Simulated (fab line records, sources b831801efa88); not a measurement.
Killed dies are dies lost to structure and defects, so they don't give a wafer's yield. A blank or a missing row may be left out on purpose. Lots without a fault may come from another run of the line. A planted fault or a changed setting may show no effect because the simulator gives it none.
A struck lot beside a sound one | flow sky130 | 35 steps out of a route of 708
Sound: wafers L207.2, L207.4, L207.6. Struck: wafers L195.2, L195.4, L195.5. The cause comes at the end.
At each step with rows: each side's tool, then ch and its chambers, then its first start. Under that, the readings that differ: sound wafers | struck wafers | difference of the means | sigmas: that difference in standard deviations of wafers without a fault.
alike: readings whose means differ by less than 2 such deviations, and words and numbers that are the same on both sides. not compared: withheld readings, readings that some wafer has no value for, bounds like >300 that may hide the same value, and numbers for which the record gives no deviation and whose values overlap.
The two part at a step that has a row with sigmas, a row that says differs or no value, or rows on one side only. Numbers that don't overlap but have no deviation are shown without sigmas and don't part them. A reading that every wafer of one side lacks parts them only if that side has two wafers or more.

first, 9 steps without rows for these wafers: SKY_METAL2_DEVELOP_14 (develop time 60 s); SKY_METAL2_DESCUM_17 (chemistry O2, time 8 s); SKY_METAL2_ETCH_18 (etches BARC in N2/H2, stops on SiO2, time 45.9 s, target depth 60 nm); SKY_METAL2_METAL_ETCH_19 (etches the open film in Cl2/BCl3, stops on SiO2, target depth 360 nm, time 78 s); SKY_METAL2_STRIP_20 (strips in O2/N2); SKY_METAL2_STRIP_21 (strips in post etch residue remover, time 1200 s); SKY_METAL2_CLEAN_22 (cleans in IPA, time 180 s); SKY_METAL2_CLEAN_23 (cleans in O3/DIW); SKY_VIA2_HDPCVD_00 (deposits SiO2, target thk 1180 nm, time 196.7 s).
SKY_VIA2_CMP_02: polishes SiO2.
  sound on cmp-02 ch 0,1, day 42 08:50; struck on cmp-01 ch 0,2, day 38 03:38
  reading                                  | sound             | struck            | difference | sigmas
  model.SiO2_of_VIA2_HDPCVD_00.thk_nm (nm) | 493.5 492.6 493.2 | 445.1 444.7 445.4 | -48.0      |
  alike: motor_current_A
then, 9 steps without rows for these wafers: SKY_VIA2_DEHYDRATE_04 (time 60 s); SKY_VIA2_HMDS_05 (prime time 60 s); SKY_VIA2_COAT_06 (resist thk 60 nm); SKY_VIA2_COAT_07 (resist thk 458.6 nm); SKY_VIA2_SOFTBAKE_08 (time 90 s); SKY_VIA2_EXPOSE_09 (exposes mask VIM2, target cd 200 nm); SKY_VIA2_PEB_10; SKY_VIA2_DEVELOP_11 (develop time 60 s); SKY_VIA2_ETCH_14 (etches BARC in N2/H2, stops on SiO2, time 45.9 s, target depth 60 nm).
SKY_VIA2_ETCH_15: etches SiO2 in C4F8/O2/Ar, stops on TiN, target depth 546 nm, time 84 s.
  sound on rie_diel-03 ch 0,1, day 43 06:55; struck on rie_diel-03 ch 0,1,3, day 39 05:25
  reading                          | sound             | struck            | difference | sigmas
  oes_product_au (a.u.)            | 0.938 0.933 0.936 | 0.885 0.882 0.881 | -0.053     | -13
  model.VIA2.feature_depth_nm (nm) | 493.5 492.6 493.2 | 445.1 444.7 445.4 | -48.0      |
  model.etch.depth_nm (nm)         | 493.5 492.6 493.2 | 445.1 444.7 445.4 | -48.0      |
  not compared: rf_hours_counter_h
then, 13 steps without rows for these wafers: SKY_VIA2_STRIP_16 (strips in O2/N2); SKY_VIA2_STRIP_17 (strips in post etch residue remover, time 1200 s); SKY_VIA2_CLEAN_18 (cleans in IPA, time 180 s); SKY_VIA2_CLEAN_19 (cleans in O3/DIW); SKY_VIA2_SPUTTER_20 (material TiN, target thk 20 nm, time 80 s); SKY_VIA2_CVD_21 (deposits W, target thk 420 nm, time 126.4 s); SKY_VIA2_CMP_24 (polishes, stops on SiO2, t overpolish 20 s, target thk 0 nm); SKY_METAL3_SPUTTER_00 (material Ti, target thk 15 nm, time 10 s); SKY_METAL3_SPUTTER_01 (material TiN, target thk 20 nm, time 16.7 s); SKY_METAL3_SPUTTER_02 (material AlCu, target thk 735 nm, time 39.1 s); SKY_METAL3_SPUTTER_03 (material Ti, target thk 5 nm, time 3.3 s); SKY_METAL3_SPUTTER_04 (material TiN, target thk 70 nm, time 58.3 s); SKY_CAPM_CVD_00 (deposits SiO2, target thk 15.5 nm).
-- the record jumps here: 2 days lie between the struck wafers' starts before and after (it left off in module CAPM and takes up again in module METAL3, whose first step shown is number 532 of the route) --
SKY_METAL3_METAL_ETCH_18: etches the open film in Cl2/BCl3, stops on SiO2, target depth 845 nm, time 183.1 s.
  sound on rie_metal-04 ch 0,1, day 45 05:55; struck on rie_metal-03 ch 0,1, day 41 08:31
  reading                                  | sound           | struck            | difference | sigmas
  model.SiO2_of_VIA2_HDPCVD_00.thk_nm (nm) | 464 462.6 463.6 | 414.9 414.9 415.5 | -48.3      |
  alike: drypump_motor_current_A, oes_product_au, throttle_valve_pct
  not compared: rf_hours_counter_h
then, 1 step without rows for these wafers: SKY_PAD_OPEN_PROBE_99.

WHERE THEY PART
Only at SKY_VIA2_ETCH_15, within this record. Later steps at which nothing parts them and some readings are alike: SKY_METAL3_METAL_ETCH_18.

WHY: what the simulator had put in
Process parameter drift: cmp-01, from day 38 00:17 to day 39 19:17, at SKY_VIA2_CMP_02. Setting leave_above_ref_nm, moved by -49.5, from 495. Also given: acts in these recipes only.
